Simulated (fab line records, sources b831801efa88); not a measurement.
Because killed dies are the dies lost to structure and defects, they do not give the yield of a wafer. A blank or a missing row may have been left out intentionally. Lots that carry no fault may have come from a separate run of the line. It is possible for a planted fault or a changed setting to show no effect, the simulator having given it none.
Tool commonality check || flow gf180mcu || Lots sampled 13, wafers sampled 39

== THE REASON FOR OPENING IT ==
2 of 13 lots carry a flag on the reading LVPWELL_OVL at GF_LVPWELL_OVL_MEAS_07. Fault-free wafers read -0.5 nm, with a standard deviation of 1.3.
Rule: flag the lot when none of its wafers has a number, or when each of its wafers that has one lies beyond 4 standard deviations from that mean. The rest of the lots are taken to be sound.

{"lot": "L891", "measured": "day 3 20:40", "on": "overlay-01", "LVPWELL_OVL (nm), wafer by wafer": "-3.3 -2.9 -2.7", "flag": ""}
{"lot": "L893", "measured": "day 4 07:05", "on": "overlay-01", "LVPWELL_OVL (nm), wafer by wafer": "0.4 0.4 0.1", "flag": ""}
{"lot": "L894", "measured": "day 4 12:28", "on": "overlay-01", "LVPWELL_OVL (nm), wafer by wafer": "1.3 2.2 0.2", "flag": ""}
{"lot": "L895", "measured": "day 4 19:13", "on": "overlay-01", "LVPWELL_OVL (nm), wafer by wafer": "-0.8 0.7 -0.3", "flag": ""}
{"lot": "L896", "measured": "day 5 01:57", "on": "overlay-02", "LVPWELL_OVL (nm), wafer by wafer": "-0.5 -0.2 -1.3", "flag": ""}
{"lot": "L897", "measured": "day 5 06:53", "on": "overlay-02", "LVPWELL_OVL (nm), wafer by wafer": "-1.2 -0.8 -1.7", "flag": ""}
{"lot": "L903", "measured": "day 6 16:41", "on": "overlay-01", "LVPWELL_OVL (nm), wafer by wafer": "0.9 3.1 0.7", "flag": ""}
{"lot": "L905", "measured": "day 7 03:37", "on": "overlay-02", "LVPWELL_OVL (nm), wafer by wafer": "-185.9 -187.4 -185.3", "flag": "FLAGGED"}
{"lot": "L906", "measured": "day 7 09:46", "on": "overlay-01", "LVPWELL_OVL (nm), wafer by wafer": "-186.1 -185.6 -185.0", "flag": "FLAGGED"}
{"lot": "L909", "measured": "day 8 01:01", "on": "overlay-02", "LVPWELL_OVL (nm), wafer by wafer": "1.0 1.9 -0.6", "flag": ""}
{"lot": "L911", "measured": "day 8 11:22", "on": "overlay-02", "LVPWELL_OVL (nm), wafer by wafer": "-1.5 -1.3 0.2", "flag": ""}
{"lot": "L913", "measured": "day 8 21:58", "on": "overlay-02", "LVPWELL_OVL (nm), wafer by wafer": "0.9 1.2 0.7", "flag": ""}
{"lot": "L914", "measured": "day 9 07:58", "on": "overlay-01", "LVPWELL_OVL (nm), wafer by wafer": "-1.5 0.4 -1.7", "flag": ""}
On average the flagged lots read -185.9 nm, which is -185.4 nm against the usual, or -99 or more standard deviations.

== WHICH TOOL RAN EACH LOT ==
The record keeps 1 process step preceding the reading, out of 602 steps on the route. Each cell gives the tool, then ch followed by the chambers the sampled wafers passed through, then the start.
{"lot": "L891", "flag": "", "GF_LVPWELL_EXPOSE_04": "iline stepper-02 ch 0, day 3 14:11"}
{"lot": "L893", "flag": "", "GF_LVPWELL_EXPOSE_04": "iline stepper-02 ch 0, day 4 00:35"}
{"lot": "L894", "flag": "", "GF_LVPWELL_EXPOSE_04": "iline stepper-01 ch 0, day 4 06:10"}
{"lot": "L895", "flag": "", "GF_LVPWELL_EXPOSE_04": "iline stepper-01 ch 0, day 4 12:35"}
{"lot": "L896", "flag": "", "GF_LVPWELL_EXPOSE_04": "iline stepper-02 ch 0, day 4 18:57"}
{"lot": "L897", "flag": "", "GF_LVPWELL_EXPOSE_04": "iline stepper-01 ch 0, day 5 00:22"}
{"lot": "L903", "flag": "", "GF_LVPWELL_EXPOSE_04": "iline stepper-01 ch 0, day 6 08:53"}
{"lot": "L905", "flag": "FLAGGED", "GF_LVPWELL_EXPOSE_04": "iline stepper-02 ch 0, day 6 19:39"}
{"lot": "L906", "flag": "FLAGGED", "GF_LVPWELL_EXPOSE_04": "iline stepper-02 ch 0, day 7 01:56"}
{"lot": "L909", "flag": "", "GF_LVPWELL_EXPOSE_04": "iline stepper-01 ch 0, day 7 17:06"}
{"lot": "L911", "flag": "", "GF_LVPWELL_EXPOSE_04": "iline stepper-01 ch 0, day 8 03:39"}
{"lot": "L913", "flag": "", "GF_LVPWELL_EXPOSE_04": "iline stepper-01 ch 0, day 8 14:08"}
{"lot": "L914", "flag": "", "GF_LVPWELL_EXPOSE_04": "iline stepper-01 ch 0, day 8 23:47"}
These steps, and what they do:
- GF_LVPWELL_EXPOSE_04: exposes mask LVPWELL, target cd 600 nm.
- GF_LVPWELL_OVL_MEAS_07

== FLAGGED AGAINST TOTAL, ONE TOOL AT A TIME (gauges that did the reading follow at the end) ==
{"step": "GF_LVPWELL_EXPOSE_04", "tool": "iline stepper-01", "lots run": 8, "flagged": 0, "share of the flagged lots": "none", "sound lots run after its first flagged lot": "-"}
{"step": "GF_LVPWELL_EXPOSE_04", "tool": "iline stepper-02", "lots run": 5, "flagged": 2, "share of the flagged lots": "all", "sound lots run after its first flagged lot": 0}
{"step": "GF_LVPWELL_OVL_MEAS_07", "tool": "overlay-01", "lots run": 7, "flagged": 1, "share of the flagged lots": "some", "sound lots run after its first flagged lot": "1 (L914)"}
{"step": "GF_LVPWELL_OVL_MEAS_07", "tool": "overlay-02", "lots run": 6, "flagged": 1, "share of the flagged lots": "some", "sound lots run after its first flagged lot": "3 (L909,L911,L913)"}

== THE TABLE: WHAT IT ALLOWS ==
1 row of the table ran every flagged lot: iline stepper-02 at GF_LVPWELL_EXPOSE_04.
- iline stepper-02 at GF_LVPWELL_EXPOSE_04: 2 of its 5 lots flagged. A fault beginning between L896 (day 4 18:57), its last sound lot, and L905 (day 6 19:39), its first flagged one, fits the data.
What remains is a single tool, iline stepper-02 at GF_LVPWELL_EXPOSE_04.

== WHAT HAD BEEN PUT IN BY THE SIMULATOR ==
Scanner matching overlay: iline stepper-02, from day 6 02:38 on, at GF_LVPWELL_EXPOSE_04. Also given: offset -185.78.
Struck lots among those shown: L905, L906. The rule given above showed the same thing.
